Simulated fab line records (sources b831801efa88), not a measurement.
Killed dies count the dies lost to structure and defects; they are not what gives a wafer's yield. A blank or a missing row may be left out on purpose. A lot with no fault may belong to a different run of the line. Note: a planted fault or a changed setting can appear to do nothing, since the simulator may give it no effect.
Comparing a struck lot with a sound one    flow sky130    24 steps out of a route of 708
Sound: wafers L329.2, L329.3, L329.5. Wafers struck: L316.1, L316.3, L316.5. The cause is given at the end.
Per side, at each step with rows, come the tool, then ch with its chambers, and then its first start. Under that, the readings that differ: sound wafers    struck wafers    difference of the means    sigmas: that difference in standard deviations of wafers without a fault.
alike: readings with means less than 2 such deviations apart, plus words and numbers identical on both sides. not compared: withheld readings, readings lacking a value on some wafer, bounds such as >300 that could conceal the same value, and numbers that have no deviation in the record and whose values overlap.
The two part at a step that has a row with sigmas, a row that says differs or no value, or rows on one side only. Numbers that have no deviation but don't overlap get no sigmas and don't part them. A reading that every wafer of one side lacks parts them only if that side has two wafers or more.

SKY_METAL2_METAL_ETCH_19: etches the open film in Cl2/BCl3, stops on SiO2, target depth 360 nm, time 78 s.
  sound on rieMetal-04 ch 0,1, day 40 22:53; struck on rieMetal-01 ch 0,1, day 37 09:16
  alike: drypumpMotorCurrentA, oesProductAu, throttleValvePct
  not compared: rfHoursCounterH
SKY_METAL2_STRIP_20: strips in O2/N2.
  sound on plasmaAsher-04 ch 0,1, day 40 22:58; struck on plasmaAsher-02 ch 0,1, day 37 09:21
reading                   sound           struck          difference  sigmas
stripTimeToEndpointS (s)  2.61 2.66 2.67  2.73 2.77 2.74  +0.10       +3
  alike: drypumpMotorCurrentA, oesProductAu
  not compared: rfHoursCounterH
then, 4 steps without rows for these wafers: SKY_METAL2_STRIP_21 (strips in post etch residue remover, time 1200 s); SKY_METAL2_CLEAN_22 (cleans in IPA, time 180 s); SKY_METAL2_CLEAN_23 (cleans in O3/DIW); SKY_VIA2_HDPCVD_00 (deposits SiO2, target thk 1180 nm, time 196.7 s).
SKY_VIA2_THK_MEAS_01:
  sound on filmMetro-01 at day 40 23:42; struck on filmMetro-01 at day 37 10:06
  alike: VIA2_HDPCVD_THK
SKY_VIA2_CMP_02: polishes SiO2.
  sound on cmp-02 ch 0,1,2, day 40 23:45; struck on cmp-02 ch 1,3, day 37 10:10
  alike: motorCurrentA
SKY_VIA2_BOW_MEAS_03:
  sound on filmMetro-02 at day 41 00:04; struck on filmMetro-02 at day 37 10:28
  alike: VIA2_BOW
then, 3 steps without rows for these wafers: SKY_VIA2_DEHYDRATE_04 (time 60 s); SKY_VIA2_HMDS_05 (prime time 60 s); SKY_VIA2_COAT_06 (resist thk 60 nm).
SKY_VIA2_COAT_07: resist thk 450 nm.
  sound on lithoTrack-04 ch 0, day 41 12:00; struck on lithoTrack-02 ch 0, day 37 22:00
reading                                     sound            struck             difference  sigmas
model.KrF-thick_of_VIA2_COAT_07.thkNm (nm)  450.4 451 450.9  465.6 465.5 463.9  +14.2       
then, 4 steps without rows for these wafers: SKY_VIA2_SOFTBAKE_08 (time 90 s); SKY_VIA2_EXPOSE_09 (exposes mask VIM2, target cd 200 nm); SKY_VIA2_PEB_10; SKY_VIA2_DEVELOP_11 (develop time 60 s).
SKY_VIA2_CD_MEAS_12: the cd target is 200 nm.
  sound on cdSem-02 at day 41 23:48; struck on cdSem-01 at day 38 12:16
  alike: cdNm
SKY_VIA2_OVL_MEAS_13:
  sound on overlay-02 at day 41 23:55; struck on overlay-02 at day 38 12:23
  alike: VIA2_OVL
SKY_VIA2_ETCH_14: etches BARC in N2/H2, stops on SiO2, time 45.9 s, target depth 60 nm.
  sound on rieDiel-02 ch 0,2,3, day 41 23:56; struck on rieDiel-03 ch 2,3, day 38 12:25
  alike: drypumpMotorCurrentA, h2FlowSccm, oesProductAu, throttleValvePct
  not compared: rfHoursCounterH
SKY_VIA2_ETCH_15: etches SiO2 in C4F8/O2/Ar, stops on TiN, target depth 546 nm, time 84 s.
  sound on rieDiel-02 ch 0,2,3, day 41 23:59; struck on rieDiel-03 ch 2,3, day 38 12:28
reading                                     sound              struck           difference  sigmas
model.KrF-thick_of_VIA2_COAT_07.thkNm (nm)  283.6 285.9 282.5  300 300.2 298.4  +16         
  alike: oesProductAu
  not compared: rfHoursCounterH
SKY_VIA2_STRIP_16: strips in O2/N2.
  sound on plasmaAsher-03 ch 0,1, day 42 00:02; struck on plasmaAsher-02 ch 0,1, day 38 12:32
reading                   sound              struck             difference  sigmas
stripTimeToEndpointS (s)  4.071 4.068 4.035  4.228 4.243 4.191  +0.163      +8
  alike: drypumpMotorCurrentA, oesProductAu
  not compared: rfHoursCounterH
then, 1 step without rows for these wafers: SKY_VIA2_STRIP_17 (strips in post etch residue remover, time 1200 s).
-- the record jumps here: 9 days lie between the struck wafers' starts before and after (it left off in module VIA2 and takes up again in module PAD_OPEN, whose first step shown is number 708 of the route) --
SKY_PAD_OPEN_PROBE_99:
  sound on prober-01 at day 50 05:28; struck on prober-02 at day 47 13:41
  alike: defectLimitedYield, killed_at_M0_to_M3, killed_at_M4_up, killedAtContacts, killedAtFrontEnd, killedAtOther, killedDies, killedOnRim, killedOpen, killedShort, sort_bin_3_pad_short, sort_bin_5_function, sort_bin_6_memory, sortNPass, sortYieldPct

== WHERE THEY PART ==
At SKY_METAL2_STRIP_20 first; at SKY_VIA2_STRIP_16 last (within this record only). Later steps at which nothing parts them and some readings are alike: SKY_PAD_OPEN_PROBE_99.

WHY: what the simulator had put in
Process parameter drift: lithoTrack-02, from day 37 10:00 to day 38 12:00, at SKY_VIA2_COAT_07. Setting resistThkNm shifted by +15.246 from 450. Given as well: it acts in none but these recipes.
